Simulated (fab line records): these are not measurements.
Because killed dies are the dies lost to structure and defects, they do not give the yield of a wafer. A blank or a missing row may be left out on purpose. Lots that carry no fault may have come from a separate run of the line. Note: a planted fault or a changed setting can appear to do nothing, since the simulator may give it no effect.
Split-lot study    flow gf180mcu    23 wafers read across 5 lots, on a route 602 steps long

## ON THE SPLIT
At GF_STI_OXIDATION_29 (stabilise 600 s, purge 300 s, target thk 10 nm), the setting ox_time_s was moved away from the recipe's 1418 s on 20 of the 23 wafers read, by -7.8% to +8.4%. The other wafers ran this setting at the recipe's value.

Reading taken at the split's own step.

## THE READING
SiO2_of_STI_OXIDATION_29.thk_nm (the simulator's own value, which no gauge read), in nm, at GF_STI_OXIDATION_29 (stabilise 600 s, purge 300 s, target thk 10 nm). No usual value for it is given in the file. Here, 3 wafers ran the recipe; their average is 9.888 nm with a standard deviation of 0.12 nm.

wafer   tool, chamber at the split  ox_time_s as run, s  against the recipe  SiO2_of_STI_OXIDATION_29.thk_nm, nm  against lot-mates on the recipe
L074.1  -, -                        1537                 +8.4%               10.85                                no lot-mate on the recipe
L074.2  -, -                        1537                 +8.4%               10.94                                no lot-mate on the recipe
L074.3  -, -                        1537                 +8.4%               10.9                                 no lot-mate on the recipe
L074.6  -, -                        1537                 +8.4%               10.9                                 no lot-mate on the recipe
L074.5  -, -                        1537                 +8.4%               11.12                                no lot-mate on the recipe
L075.2  furnace-02, 0               1418                 recipe              9.756                                -
L075.4  furnace-02, 0               1418                 recipe              9.858                                -
L075.5  furnace-02, 0               1418                 recipe              10.05                                -
L082.2  -, -                        1331                 -6.1%               9.417                                no lot-mate on the recipe
L082.3  -, -                        1331                 -6.1%               9.54                                 no lot-mate on the recipe
L082.4  -, -                        1331                 -6.1%               9.418                                no lot-mate on the recipe
L082.5  -, -                        1331                 -6.1%               9.463                                no lot-mate on the recipe
L082.6  -, -                        1331                 -6.1%               9.422                                no lot-mate on the recipe
L083.1  -, -                        1501                 +5.9%               10.44                                no lot-mate on the recipe
L083.2  -, -                        1501                 +5.9%               10.3                                 no lot-mate on the recipe
L083.3  -, -                        1501                 +5.9%               10.42                                no lot-mate on the recipe
L083.4  -, -                        1501                 +5.9%               10.08                                no lot-mate on the recipe
L083.5  -, -                        1501                 +5.9%               10.27                                no lot-mate on the recipe
L085.1  -, -                        1307                 -7.8%               9.352                                no lot-mate on the recipe
L085.2  -, -                        1307                 -7.8%               9.337                                no lot-mate on the recipe
L085.3  -, -                        1307                 -7.8%               9.206                                no lot-mate on the recipe
L085.5  -, -                        1307                 -7.8%               9.18                                 no lot-mate on the recipe
L085.6  -, -                        1307                 -7.8%               9.348                                no lot-mate on the recipe

THE FIT
A straight line over all 23 wafers: SiO2_of_STI_OXIDATION_29.thk_nm changes by +0.0916 nm for each +1% of ox_time_s; r = +0.96; the points scatter about the line by 0.18 nm.
Too few moved wafers with a lot-mate on the recipe to fit a line net of each lot's own level.

## THE FILE'S OWN FIT
SiO2_of_STI_OXIDATION_29.thk_nm changes by +0.0916 nm for each +1% of ox_time_s, r = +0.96.
